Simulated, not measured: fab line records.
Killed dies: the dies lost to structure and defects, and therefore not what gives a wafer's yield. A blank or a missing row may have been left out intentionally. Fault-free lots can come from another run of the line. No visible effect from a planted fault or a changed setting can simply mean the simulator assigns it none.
Check of tool commonality ; flow sky130 ; Sampled: 15 lots, 45 wafers

== REASON IT WAS OPENED ==
3 of 15 lots carry a flag on the reading VIA1_HDPCVD_THK at SKY_VIA1_THK_MEAS_01. No-fault wafers: 1030 nm, standard deviation 8.8.
Rule: a lot is flagged in two cases, either no wafer of it has a number, or all its wafers with numbers fall more than 4 standard deviations from that mean. The rest of the lots are taken to be sound.

lot;measured;on;VIA1_HDPCVD_THK (nm), wafer by wafer;flag
L418;day 32 20:41;filmMetro-04;1043 1033 1031;
L419;day 33 12:08;filmMetro-04;1020 1049 1028;
L421;day 34 02:59;filmMetro-02;1035 1025 1029;
L420;day 34 08:25;filmMetro-04;1031 1031 1031;
L425;day 35 02:29;filmMetro-01;1044 1045 1046;
L424;day 35 04:21;filmMetro-01;2058 2062 2084;FLAGGED
L426;day 35 17:31;filmMetro-02;2046 2073 2062;FLAGGED
L427;day 36 01:23;filmMetro-01;2010 2047 2047;FLAGGED
L428;day 36 12:58;filmMetro-04;1035 1030 1024;
L434;day 38 00:20;filmMetro-02;1027 1025 1034;
L433;day 38 04:20;filmMetro-02;1023 1037 1021;
L436;day 38 19:52;filmMetro-01;1038 1021 1036;
L439;day 39 10:11;filmMetro-01;1032 1049 1038;
L438;day 39 11:41;filmMetro-02;1037 1031 1043;
L440;day 39 21:37;filmMetro-04;1022 1028 1017;
The numbers of the flagged lots are 2054 nm on average: +1024 nm against the usual, or +99 or more standard deviations.

== WHICH TOOL EACH LOT WENT THROUGH ==
The record keeps 1 process step preceding the reading, out of 708 steps on the route. Every cell lists first the tool, next ch and the chambers used by the sampled wafers, and last the start.
lot;flag;SKY_VIA1_HDPCVD_00
L418;;hdpcvd-02 ch 0,1, day 32 20:33
L419;;hdpcvd-02 ch 0,2, day 33 12:01
L421;;hdpcvd-01 ch 0,1, day 34 02:52
L420;;hdpcvd-01 ch 0,1,2, day 34 08:17
L425;;hdpcvd-01 ch 1,2, day 35 02:21
L424;FLAGGED;hdpcvd-02 ch 0,1,2, day 35 03:57
L426;FLAGGED;hdpcvd-02 ch 0,1,2, day 35 17:08
L427;FLAGGED;hdpcvd-02 ch 1,2, day 36 00:59
L428;;hdpcvd-02 ch 0,1,2, day 36 12:52
L434;;hdpcvd-01 ch 0,1, day 38 00:13
L433;;hdpcvd-01 ch 0,2, day 38 04:13
L436;;hdpcvd-01 ch 1,2, day 38 19:44
L439;;hdpcvd-01 ch 1,2, day 39 10:04
L438;;hdpcvd-02 ch 0,1, day 39 11:35
L440;;hdpcvd-01 ch 0,1, day 39 21:29
These steps, and what they do:
- SKY_VIA1_HDPCVD_00: deposits SiO2, target thk 1030 nm, time 171.7 s.
- SKY_VIA1_THK_MEAS_01

== FLAGGED OVER TOTAL, TOOL BY TOOL (the gauges that took the reading come last) ==
step;tool;lots run;flagged;share of the flagged lots;sound lots run after its first flagged lot
SKY_VIA1_HDPCVD_00;hdpcvd-01;8;0;none;-
SKY_VIA1_HDPCVD_00;hdpcvd-02;7;3;all;2 (L428,L438)
SKY_VIA1_THK_MEAS_01;filmMetro-01;5;2;some;2 (L436,L439)
SKY_VIA1_THK_MEAS_01;filmMetro-02;5;1;some;3 (L434,L433,L438)
SKY_VIA1_THK_MEAS_01;filmMetro-04;5;0;none;-

== WHAT THE TABLE ALLOWS ==
All flagged lots share 1 row of the table, namely hdpcvd-02 at SKY_VIA1_HDPCVD_00.
- hdpcvd-02 at SKY_VIA1_HDPCVD_00: 3 of its 7 lots flagged. Sound lots ran on it after the first flagged one (L428, L438), which a lasting fault on the whole tool wouldn't allow.
None of the table's rows ran every flagged lot and, after the first, no sound lot.

== WHAT THE SIMULATOR HAD PUT IN ==
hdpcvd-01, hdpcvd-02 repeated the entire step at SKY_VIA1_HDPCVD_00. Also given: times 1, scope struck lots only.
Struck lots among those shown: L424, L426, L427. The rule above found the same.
